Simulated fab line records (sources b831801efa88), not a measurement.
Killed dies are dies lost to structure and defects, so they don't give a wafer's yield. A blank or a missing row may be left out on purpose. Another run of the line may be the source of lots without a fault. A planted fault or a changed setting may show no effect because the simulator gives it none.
A struck lot beside a sound one -- flow sky130 -- 17 out of 708 route steps
Sound: wafers L585.1, L585.4, L585.5. Wafers struck: L596.3, L596.4, L596.6. Last of all comes the cause.
For every step that has rows: the tool of each side, followed by ch and its chambers, followed by its first start. Under that, the readings that differ: sound wafers -- struck wafers -- difference of the means -- sigmas: that difference in standard deviations of wafers without a fault.
alike: readings whose means differ by less than 2 such deviations, and words and numbers that are the same on both sides. not compared: withheld readings, readings that some wafer has no value for, bounds like >300 that may hide the same value, and numbers for which the record gives no deviation and whose values overlap.
Wherever a step has rows on one side only, a row that says differs or no value, or a row with sigmas, the two part there. Numbers that have no deviation but don't overlap get no sigmas and don't part them. A reading missing from all wafers of one side parts the sides only when that side holds two or more wafers.

first, 4 steps without rows for these wafers: SKY_FIELD_ISO_WET_ETCH_29 (etches Si3N4 in H3PO4, target depth 160 nm, time 1825 s); SKY_FIELD_ISO_WET_ETCH_30 (etches SiO2 in dHF, target depth 25 nm, time 50 s); SKY_NWELL_CLEAN_00 (cleans in SC1/SC2, time 150 s); SKY_NWELL_OXIDATION_01 (stabilise 600 s, purge 300 s, target thk 10 nm).
SKY_NWELL_THK_MEAS_02:
  sound on film_metro-02 at day 2 17:33; struck on film_metro-03 at day 5 03:38
  alike: NWELL_OXIDATION_THK
then, 7 steps without rows for these wafers: SKY_DNWELL_DEHYDRATE_00 (time 60 s); SKY_DNWELL_HMDS_01 (prime time 60 s); SKY_DNWELL_COAT_02 (resist thk 3000 nm); SKY_DNWELL_SOFTBAKE_03; SKY_DNWELL_EXPOSE_04 (exposes mask DNM, target cd 3000 nm); SKY_DNWELL_PEB_05; SKY_DNWELL_DEVELOP_06 (develop time 60 s).
SKY_DNWELL_IMPLANT_07:
  sound on implanter-03 ch 0, day 3 09:16; struck on implanter-01 ch 0, day 5 21:13
SKY_DNWELL_STRIP_08: strips in O2/N2.
  sound on plasma_asher-01 ch 0,1, day 3 09:25; struck on plasma_asher-02 ch 0,1, day 5 21:21
  alike: drypump_motor_current_A, o2_flow_sccm, oes_product_au, strip_time_to_endpoint_s
  not compared: rf_hours_counter_h
SKY_DNWELL_TW_MEAS_09:
  sound on film_metro-03 at day 3 09:31; struck on film_metro-03 at day 5 21:26
reading,sound,struck,difference,sigmas
DNWELL_TW,1106 1105 1104,1085 1086 1087,-19,-3
then, 1 step without rows for these wafers: SKY_PWDE_DEHYDRATE_00 (time 60 s).
-- the record jumps here: 43 days lie between the struck wafers' starts before and after (it left off in module PWDE and takes up again in module PAD_OPEN, whose first step shown is number 708 of the route) --
SKY_PAD_OPEN_PROBE_99:
  sound on prober-02 at day 45 19:33; struck on prober-02 at day 48 17:04
reading,sound,struck,difference,sigmas
model.etest.res_deep_nwell.rs_ohm_sq,2224 2213 2228,2475 2494 2463,+256,
model.etest.res_deep_nwell.rs_ohm_sq_range,78.51 73.85 46.84,273.3 272.1 297.7,+214.6,
model.etest.res_deep_nwell.rs_ohm_sq_rim_less_centre,-10.11 6.699 -11.98,-129.6 -93.01 -129.6,-112.3,
model.etest.res_deep_nwell.line_ohm_um,746.2 745.8 725.5,829 826.4 821.9,+87,
  alike: killed_at_M0_to_M3, killed_at_M4_up, killed_at_contacts, killed_at_front_end, killed_at_other, killed_dies, killed_open, killed_short

== WHERE THEY PART ==
Only at SKY_DNWELL_TW_MEAS_09, within this record. Later steps at which nothing parts them and some readings are alike: SKY_PAD_OPEN_PROBE_99.

WHY: whatever the simulator had introduced
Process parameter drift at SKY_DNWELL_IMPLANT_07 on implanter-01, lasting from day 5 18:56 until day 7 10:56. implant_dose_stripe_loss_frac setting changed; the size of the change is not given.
